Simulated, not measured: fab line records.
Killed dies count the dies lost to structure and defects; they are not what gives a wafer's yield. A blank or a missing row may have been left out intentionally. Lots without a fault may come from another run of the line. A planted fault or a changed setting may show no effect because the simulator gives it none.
Which tool is to blame? :: flow sfqLine :: 14 lots, 42 wafers sampled, at 6 steps of a route of 325

WHAT EACH GAUGE READ, for each wafer
The record lacks any reading of a measuring or inspecting step that a usual standard deviation could be used to judge.

TOOL THAT RAN EACH LOT (tool first, then ch and the chambers of the sampled wafers, then the start)
lot: L515
SFQ_TRILAYER_I2_CMP_CMP_064: cmp-01 ch 1,2,3, day 18 19:46
SFQ_TRILAYER_I2_METRO_MEASURE_065: filmMetro-02, day 18 21:35
SFQ_TRILAYER_I2_VIA_ETCH_VIA_ETCH_070: rieDiel-01 ch 2,3, day 21 09:43
SFQ_TRILAYER_I3_METRO_MEASURE_083: filmMetro-03, day 26 09:56
SFQ_TRILAYER_M5_STRIP_STRIP_127: rieMetal-04 ch 0,1, day 54 09:13
SFQ_TRILAYER_R5_STRIP_STRIP_140: rieMetal-03 ch 0,1, day 60 12:51

lot: L516
SFQ_TRILAYER_I2_CMP_CMP_064: cmp-02 ch 0,1,2, day 19 05:31
SFQ_TRILAYER_I2_METRO_MEASURE_065: filmMetro-01, day 19 07:32
SFQ_TRILAYER_I2_VIA_ETCH_VIA_ETCH_070: rieDiel-04 ch 0,1, day 21 19:19
SFQ_TRILAYER_I3_METRO_MEASURE_083: filmMetro-03, day 26 16:08
SFQ_TRILAYER_M5_STRIP_STRIP_127: rieMetal-03 ch 0,1, day 54 10:37
SFQ_TRILAYER_R5_STRIP_STRIP_140: rieMetal-02 ch 0,1, day 60 16:46

lot: L518
SFQ_TRILAYER_I2_CMP_CMP_064: cmp-02 ch 1,3, day 20 07:31
SFQ_TRILAYER_I2_METRO_MEASURE_065: filmMetro-04, day 20 10:20
SFQ_TRILAYER_I2_VIA_ETCH_VIA_ETCH_070: rieDiel-02 ch 0,3, day 22 21:43
SFQ_TRILAYER_I3_METRO_MEASURE_083: filmMetro-02, day 27 18:56
SFQ_TRILAYER_M5_STRIP_STRIP_127: rieMetal-04 ch 0,1, day 54 14:01
SFQ_TRILAYER_R5_STRIP_STRIP_140: rieMetal-04 ch 0,1, day 60 18:51

lot: L519
SFQ_TRILAYER_I2_CMP_CMP_064: cmp-02 ch 0,1, day 20 10:01
SFQ_TRILAYER_I2_METRO_MEASURE_065: filmMetro-02, day 20 13:32
SFQ_TRILAYER_I2_VIA_ETCH_VIA_ETCH_070: rieDiel-02 ch 2,3, day 23 01:19
SFQ_TRILAYER_I3_METRO_MEASURE_083: filmMetro-03, day 28 01:08
SFQ_TRILAYER_M5_STRIP_STRIP_127: rieMetal-03 ch 0,1, day 54 15:25
SFQ_TRILAYER_R5_STRIP_STRIP_140: rieMetal-02 ch 0,1, day 60 20:15

lot: L520
SFQ_TRILAYER_I2_CMP_CMP_064: cmp-02 ch 1,3, day 20 22:01
SFQ_TRILAYER_I2_METRO_MEASURE_065: filmMetro-04, day 21 01:20
SFQ_TRILAYER_I2_VIA_ETCH_VIA_ETCH_070: rieDiel-04 ch 0,1,3, day 23 15:28
SFQ_TRILAYER_I3_METRO_MEASURE_083: filmMetro-01, day 29 14:41
SFQ_TRILAYER_M5_STRIP_STRIP_127: rieMetal-04 ch 0,1, day 54 16:25
SFQ_TRILAYER_R5_STRIP_STRIP_140: rieMetal-03 ch 0,1, day 60 21:15

lot: L525
SFQ_TRILAYER_I2_CMP_CMP_064: cmp-02 ch 0,2,3, day 23 12:19
SFQ_TRILAYER_I2_METRO_MEASURE_065: filmMetro-02, day 23 15:50
SFQ_TRILAYER_I2_VIA_ETCH_VIA_ETCH_070: rieDiel-04 ch 1,3, day 26 19:02
SFQ_TRILAYER_I3_METRO_MEASURE_083: filmMetro-01, day 33 13:30
SFQ_TRILAYER_M5_STRIP_STRIP_127: rieMetal-04 ch 0,1, day 58 19:04
SFQ_TRILAYER_R5_STRIP_STRIP_140: rieMetal-02 ch 0,1, day 64 12:01

lot: L526
SFQ_TRILAYER_I2_CMP_CMP_064: cmp-02 ch 0,3, day 23 18:49
SFQ_TRILAYER_I2_METRO_MEASURE_065: filmMetro-04, day 23 22:02
SFQ_TRILAYER_I2_VIA_ETCH_VIA_ETCH_070: rieDiel-04 ch 1,2,3, day 26 23:54
SFQ_TRILAYER_I3_METRO_MEASURE_083: filmMetro-01, day 33 16:53
SFQ_TRILAYER_M5_STRIP_STRIP_127: rieMetal-01 ch 0,1, day 59 02:16
SFQ_TRILAYER_R5_STRIP_STRIP_140: rieMetal-02 ch 0,1, day 64 22:39

lot: L527
SFQ_TRILAYER_I2_CMP_CMP_064: cmp-01 ch 0,2,3, day 24 05:47
SFQ_TRILAYER_I2_METRO_MEASURE_065: filmMetro-02, day 24 08:55
SFQ_TRILAYER_I2_VIA_ETCH_VIA_ETCH_070: rieDiel-02 ch 0,1,3, day 27 11:50
SFQ_TRILAYER_I3_METRO_MEASURE_083: filmMetro-02, day 34 10:17
SFQ_TRILAYER_M5_STRIP_STRIP_127: rieMetal-01 ch 0,1, day 59 04:28
SFQ_TRILAYER_R5_STRIP_STRIP_140: rieMetal-03 ch 0,1, day 65 04:27

lot: L528
SFQ_TRILAYER_I2_CMP_CMP_064: cmp-01 ch 0,1, day 24 11:47
SFQ_TRILAYER_I2_METRO_MEASURE_065: filmMetro-01, day 24 15:07
SFQ_TRILAYER_I2_VIA_ETCH_VIA_ETCH_070: rieDiel-04 ch 0,2, day 27 16:38
SFQ_TRILAYER_I3_METRO_MEASURE_083: filmMetro-03, day 34 16:29
SFQ_TRILAYER_M5_STRIP_STRIP_127: rieMetal-01 ch 0,1, day 59 15:16
SFQ_TRILAYER_R5_STRIP_STRIP_140: rieMetal-04 ch 0,1, day 65 14:03

lot: L530
SFQ_TRILAYER_I2_CMP_CMP_064: cmp-01 ch 0,1,2, day 25 07:07
SFQ_TRILAYER_I2_METRO_MEASURE_065: filmMetro-04, day 25 09:56
SFQ_TRILAYER_I2_VIA_ETCH_VIA_ETCH_070: rieDiel-04 ch 0,3, day 28 01:02
SFQ_TRILAYER_I3_METRO_MEASURE_083: filmMetro-02, day 34 19:29
SFQ_TRILAYER_M5_STRIP_STRIP_127: rieMetal-04 ch 1, day 59 20:11
SFQ_TRILAYER_R5_STRIP_STRIP_140: rieMetal-02 ch 0,1, day 65 22:27

lot: L533
SFQ_TRILAYER_I2_CMP_CMP_064: cmp-01 ch 0,2,3, day 26 16:07
SFQ_TRILAYER_I2_METRO_MEASURE_065: filmMetro-04, day 26 18:44
SFQ_TRILAYER_I2_VIA_ETCH_VIA_ETCH_070: rieDiel-01 ch 0,3, day 29 09:46
SFQ_TRILAYER_I3_METRO_MEASURE_083: filmMetro-03, day 35 10:29
SFQ_TRILAYER_M5_STRIP_STRIP_127: rieMetal-01 ch 0,1, day 60 14:11
SFQ_TRILAYER_R5_STRIP_STRIP_140: rieMetal-04 ch 0,1, day 66 16:27

lot: L536
SFQ_TRILAYER_I2_CMP_CMP_064: cmp-01 ch 1,2,3, day 27 18:37
SFQ_TRILAYER_I2_METRO_MEASURE_065: filmMetro-02, day 27 21:44
SFQ_TRILAYER_I2_VIA_ETCH_VIA_ETCH_070: rieDiel-01 ch 1,2,3, day 30 06:10
SFQ_TRILAYER_I3_METRO_MEASURE_083: filmMetro-02, day 36 06:17
SFQ_TRILAYER_M5_STRIP_STRIP_127: rieMetal-01 ch 0,1, day 61 14:11
SFQ_TRILAYER_R5_STRIP_STRIP_140: rieMetal-02 ch 0,1, day 67 12:58

lot: L537
SFQ_TRILAYER_I2_CMP_CMP_064: cmp-02 ch 0,1,2, day 28 03:31
SFQ_TRILAYER_I2_METRO_MEASURE_065: filmMetro-04, day 28 05:38
SFQ_TRILAYER_I2_VIA_ETCH_VIA_ETCH_070: rieDiel-04 ch 2,3, day 30 08:34
SFQ_TRILAYER_I3_METRO_MEASURE_083: filmMetro-01, day 36 09:17
SFQ_TRILAYER_M5_STRIP_STRIP_127: rieMetal-04 ch 0,1, day 61 20:19
SFQ_TRILAYER_R5_STRIP_STRIP_140: rieMetal-02 ch 0,1, day 67 20:10

lot: L538
SFQ_TRILAYER_I2_CMP_CMP_064: cmp-01 ch 2,3, day 29 14:34
SFQ_TRILAYER_I2_METRO_MEASURE_065: filmMetro-01, day 29 17:41
SFQ_TRILAYER_I2_VIA_ETCH_VIA_ETCH_070: rieDiel-04 ch 0,1,3, day 31 04:46
SFQ_TRILAYER_I3_METRO_MEASURE_083: filmMetro-01, day 37 04:29
SFQ_TRILAYER_M5_STRIP_STRIP_127: rieMetal-04 ch 1, day 62 03:31
SFQ_TRILAYER_R5_STRIP_STRIP_140: rieMetal-04 ch 1, day 67 23:46
- SFQ_TRILAYER_I2_CMP_CMP_064: polishes SiO2.
- SFQ_TRILAYER_I2_METRO_MEASURE_065
- SFQ_TRILAYER_I2_VIA_ETCH_VIA_ETCH_070: etches SiO2 in CHF3, stops on Nb, target depth 260 nm.
- SFQ_TRILAYER_I3_METRO_MEASURE_083
- SFQ_TRILAYER_M5_STRIP_STRIP_127: strips in O2.
- SFQ_TRILAYER_R5_STRIP_STRIP_140: strips in O2.

AS READ BY THE TOOLS THEMSELVES (means over the sampled wafers that have a number; for cases with no such wafer, the mark the record gives instead)
SFQ_TRILAYER_I2_CMP_CMP_064. Usual: motorCurrentA 10.2 A, standard deviation 0.9; retainingRingPressureFrac 0.999, standard deviation 0.0051; slurryFilterDpKPa 13.49 kPa, standard deviation 0.12; timeToEndpointS 216 s, standard deviation 8.5.
lot: L515
tool: cmp-01
motorCurrentA (A): 10.9
retainingRingPressureFrac: 1.003
slurryFilterDpKPa (kPa): 13.46
timeToEndpointS (s): 227
flag: 

lot: L516
tool: cmp-02
motorCurrentA (A): 9.9
retainingRingPressureFrac: 0.997
slurryFilterDpKPa (kPa): 13.54
timeToEndpointS (s): 223
flag: 

lot: L518
tool: cmp-02
motorCurrentA (A): 10.7
retainingRingPressureFrac: 0.994
slurryFilterDpKPa (kPa): 13.48
timeToEndpointS (s): 215
flag: 

lot: L519
tool: cmp-02
motorCurrentA (A): 10.2
retainingRingPressureFrac: 0.998
slurryFilterDpKPa (kPa): 13.45
timeToEndpointS (s): 222
flag: 

lot: L520
tool: cmp-02
motorCurrentA (A): 10.5
retainingRingPressureFrac: 0.997
slurryFilterDpKPa (kPa): 13.37
timeToEndpointS (s): 212
flag: 

lot: L525
tool: cmp-02
motorCurrentA (A): 9.8
retainingRingPressureFrac: 0.993
slurryFilterDpKPa (kPa): 13.56
timeToEndpointS (s): 280
flag: OFF

lot: L526
tool: cmp-02
motorCurrentA (A): 10.4
retainingRingPressureFrac: 1.000
slurryFilterDpKPa (kPa): 13.47
timeToEndpointS (s): 281
flag: OFF

lot: L527
tool: cmp-01
motorCurrentA (A): 9.7
retainingRingPressureFrac: 0.997
slurryFilterDpKPa (kPa): 13.39
timeToEndpointS (s): 213
flag: 

lot: L528
tool: cmp-01
motorCurrentA (A): 11.0
retainingRingPressureFrac: 0.998
slurryFilterDpKPa (kPa): 13.48
timeToEndpointS (s): 209
flag: 

lot: L530
tool: cmp-01
motorCurrentA (A): 9.9
retainingRingPressureFrac: 1.001
slurryFilterDpKPa (kPa): 13.37
timeToEndpointS (s): 216
flag: 

lot: L533
tool: cmp-01
motorCurrentA (A): 9.7
retainingRingPressureFrac: 0.998
slurryFilterDpKPa (kPa): 13.48
timeToEndpointS (s): 209
flag: 

lot: L536
tool: cmp-01
motorCurrentA (A): 10.8
retainingRingPressureFrac: 1.001
slurryFilterDpKPa (kPa): 13.56
timeToEndpointS (s): 223
flag: 

lot: L537
tool: cmp-02
motorCurrentA (A): 9.9
retainingRingPressureFrac: 1.001
slurryFilterDpKPa (kPa): 13.64
timeToEndpointS (s): 223
flag: 

lot: L538
tool: cmp-01
motorCurrentA (A): 10.3
retainingRingPressureFrac: 0.996
slurryFilterDpKPa (kPa): 13.41
timeToEndpointS (s): 226
flag: 

SFQ_TRILAYER_I2_METRO_MEASURE_065. Usual: thkNm 200.4 nm, standard deviation 1.2.
lot: L515
tool: filmMetro-02
thkNm (nm): 201.3
flag: 

lot: L516
tool: filmMetro-01
thkNm (nm): 201.2
flag: 

lot: L518
tool: filmMetro-04
thkNm (nm): 199.9
flag: 

lot: L519
tool: filmMetro-02
thkNm (nm): 201.0
flag: 

lot: L520
tool: filmMetro-04
thkNm (nm): 200.2
flag: 

lot: L525
tool: filmMetro-02
thkNm (nm): 305.5
flag: OFF

lot: L526
tool: filmMetro-04
thkNm (nm): 305.9
flag: OFF

lot: L527
tool: filmMetro-02
thkNm (nm): 199.9
flag: 

lot: L528
tool: filmMetro-01
thkNm (nm): 199.1
flag: 

lot: L530
tool: filmMetro-04
thkNm (nm): 200.2
flag: 

lot: L533
tool: filmMetro-04
thkNm (nm): 200.0
flag: 

lot: L536
tool: filmMetro-02
thkNm (nm): 202.0
flag: 

lot: L537
tool: filmMetro-04
thkNm (nm): 200.9
flag: 

lot: L538
tool: filmMetro-01
thkNm (nm): 200.2
flag: 

SFQ_TRILAYER_I2_VIA_ETCH_VIA_ETCH_070. Usual: drypumpMotorCurrentA 5.6 A, standard deviation 0.39; oesProductAu 0.856 a.u., standard deviation 0.0048.
lot: L515
tool: rieDiel-01
drypumpMotorCurrentA (A): 5.8
oesProductAu (a.u.): 0.859
flag: 

lot: L516
tool: rieDiel-04
drypumpMotorCurrentA (A): 5.1
oesProductAu (a.u.): 0.857
flag: 

lot: L518
tool: rieDiel-02
drypumpMotorCurrentA (A): 5.3
oesProductAu (a.u.): 0.856
flag: 

lot: L519
tool: rieDiel-02
drypumpMotorCurrentA (A): 5.6
oesProductAu (a.u.): 0.857
flag: 

lot: L520
tool: rieDiel-04
drypumpMotorCurrentA (A): 5.3
oesProductAu (a.u.): 0.859
flag: 

lot: L525
tool: rieDiel-04
drypumpMotorCurrentA (A): 5.5
oesProductAu (a.u.): 1.009
flag: OFF

lot: L526
tool: rieDiel-04
drypumpMotorCurrentA (A): 5.6
oesProductAu (a.u.): 1.007
flag: OFF

lot: L527
tool: rieDiel-02
drypumpMotorCurrentA (A): 5.4
oesProductAu (a.u.): 0.852
flag: 

lot: L528
tool: rieDiel-04
drypumpMotorCurrentA (A): 5.7
oesProductAu (a.u.): 0.857
flag: 

lot: L530
tool: rieDiel-04
drypumpMotorCurrentA (A): 5.4
oesProductAu (a.u.): 0.852
flag: 

lot: L533
tool: rieDiel-01
drypumpMotorCurrentA (A): 5.4
oesProductAu (a.u.): 0.856
flag: 

lot: L536
tool: rieDiel-01
drypumpMotorCurrentA (A): 5.8
oesProductAu (a.u.): 0.858
flag: 

lot: L537
tool: rieDiel-04
drypumpMotorCurrentA (A): 5.9
oesProductAu (a.u.): 0.854
flag: 

lot: L538
tool: rieDiel-04
drypumpMotorCurrentA (A): 5.2
oesProductAu (a.u.): 0.856
flag: 

SFQ_TRILAYER_I3_METRO_MEASURE_083. Usual: thkNm 200.5 nm, standard deviation 1.2.
lot: L515
tool: filmMetro-03
thkNm (nm): 198.8
flag: 

lot: L516
tool: filmMetro-03
thkNm (nm): 201.3
flag: 

lot: L518
tool: filmMetro-02
thkNm (nm): 199.6
flag: 

lot: L519
tool: filmMetro-03
thkNm (nm): 199.5
flag: 

lot: L520
tool: filmMetro-01
thkNm (nm): 201.3
flag: 

lot: L525
tool: filmMetro-01
thkNm (nm): 200.3
flag: 

lot: L526
tool: filmMetro-01
thkNm (nm): 201.1
flag: 

lot: L527
tool: filmMetro-02
thkNm (nm): 199.3
flag: 

lot: L528
tool: filmMetro-03
thkNm (nm): 200.2
flag: 

lot: L530
tool: filmMetro-02
thkNm (nm): 200.4
flag: 

lot: L533
tool: filmMetro-03
thkNm (nm): 202.1
flag: 

lot: L536
tool: filmMetro-02
thkNm (nm): 200.6
flag: 

lot: L537
tool: filmMetro-01
thkNm (nm): 201.5
flag: 

lot: L538
tool: filmMetro-01
thkNm (nm): 200.2
flag: 

SFQ_TRILAYER_M5_STRIP_STRIP_127. Usual: drypumpMotorCurrentA 6.2 A, standard deviation 0.38; oesProductAu 0.998 a.u., standard deviation 0.011.
lot: L515
tool: rieMetal-04
drypumpMotorCurrentA (A): 6.3
oesProductAu (a.u.): 1.005
flag: 

lot: L516
tool: rieMetal-03
drypumpMotorCurrentA (A): 5.8
oesProductAu (a.u.): 1.001
flag: 

lot: L518
tool: rieMetal-04
drypumpMotorCurrentA (A): 6.3
oesProductAu (a.u.): 1.005
flag: 

lot: L519
tool: rieMetal-03
drypumpMotorCurrentA (A): 5.8
oesProductAu (a.u.): 1.003
flag: 

lot: L520
tool: rieMetal-04
drypumpMotorCurrentA (A): 6.3
oesProductAu (a.u.): 1.005
flag: 

lot: L525
tool: rieMetal-04
drypumpMotorCurrentA (A): 6.3
oesProductAu (a.u.): 1.004
flag: 

lot: L526
tool: rieMetal-01
drypumpMotorCurrentA (A): 6.3
oesProductAu (a.u.): 0.987
flag: 

lot: L527
tool: rieMetal-01
drypumpMotorCurrentA (A): 6.3
oesProductAu (a.u.): 0.993
flag: 

lot: L528
tool: rieMetal-01
drypumpMotorCurrentA (A): 6.3
oesProductAu (a.u.): 0.993
flag: 

lot: L530
tool: rieMetal-04
drypumpMotorCurrentA (A): 6.6
oesProductAu (a.u.): 0.993
flag: 

lot: L533
tool: rieMetal-01
drypumpMotorCurrentA (A): 6.3
oesProductAu (a.u.): 0.994
flag: 

lot: L536
tool: rieMetal-01
drypumpMotorCurrentA (A): 6.3
oesProductAu (a.u.): 0.988
flag: 

lot: L537
tool: rieMetal-04
drypumpMotorCurrentA (A): 5.9
oesProductAu (a.u.): 1.005
flag: 

lot: L538
tool: rieMetal-04
drypumpMotorCurrentA (A): 6.6
oesProductAu (a.u.): 0.982
flag: 

SFQ_TRILAYER_R5_STRIP_STRIP_140. Usual: drypumpMotorCurrentA 5.5 A, standard deviation 0.61; oesProductAu 1.000 a.u., standard deviation 0.0098.
lot: L515
tool: rieMetal-03
drypumpMotorCurrentA (A): 5.8
oesProductAu (a.u.): 1.006
flag: 

lot: L516
tool: rieMetal-02
drypumpMotorCurrentA (A): 5.0
oesProductAu (a.u.): 1.001
flag: 

lot: L518
tool: rieMetal-04
drypumpMotorCurrentA (A): 5.9
oesProductAu (a.u.): 1.007
flag: 

lot: L519
tool: rieMetal-02
drypumpMotorCurrentA (A): 5.0
oesProductAu (a.u.): 1.005
flag: 

lot: L520
tool: rieMetal-03
drypumpMotorCurrentA (A): 5.8
oesProductAu (a.u.): 1.011
flag: 

lot: L525
tool: rieMetal-02
drypumpMotorCurrentA (A): 5.1
oesProductAu (a.u.): 0.989
flag: 

lot: L526
tool: rieMetal-02
drypumpMotorCurrentA (A): 4.8
oesProductAu (a.u.): 0.995
flag: 

lot: L527
tool: rieMetal-03
drypumpMotorCurrentA (A): 5.8
oesProductAu (a.u.): 1.007
flag: 

lot: L528
tool: rieMetal-04
drypumpMotorCurrentA (A): 6.3
oesProductAu (a.u.): 1.003
flag: 

lot: L530
tool: rieMetal-02
drypumpMotorCurrentA (A): 5.0
oesProductAu (a.u.): 0.998
flag: 

lot: L533
tool: rieMetal-04
drypumpMotorCurrentA (A): 5.9
oesProductAu (a.u.): 1.001
flag: 

lot: L536
tool: rieMetal-02
drypumpMotorCurrentA (A): 5.0
oesProductAu (a.u.): 0.995
flag: 

lot: L537
tool: rieMetal-02
drypumpMotorCurrentA (A): 5.0
oesProductAu (a.u.): 0.997
flag: 

lot: L538
tool: rieMetal-04
drypumpMotorCurrentA (A): 6.6
oesProductAu (a.u.): 0.988
flag: 

THE ANSWER, worked out from the rows above alone
Rule: a lot is off if the mean of its wafers that have a number lies more than 3 standard deviations from the usual mean. Also off: a lot with no number at a reading for which 4 or more lots have one. The other lots that the step has rows for count as sound. First the gauges in route order, then the tools' own readings, where a lot's mean is used as printed above. The first step at which some lot is off is used, and at that step the reading that is off furthest; a lot without a number counts as furthest.
Off: L525, L526, at SFQ_TRILAYER_I2_CMP_CMP_064 (timeToEndpointS).
A tool fits if, at that step or a process step before it, it ran every lot that is off, and no sound lot after the first of them. None of those tried fits.

WHAT THE SIMULATOR HAD PUT IN
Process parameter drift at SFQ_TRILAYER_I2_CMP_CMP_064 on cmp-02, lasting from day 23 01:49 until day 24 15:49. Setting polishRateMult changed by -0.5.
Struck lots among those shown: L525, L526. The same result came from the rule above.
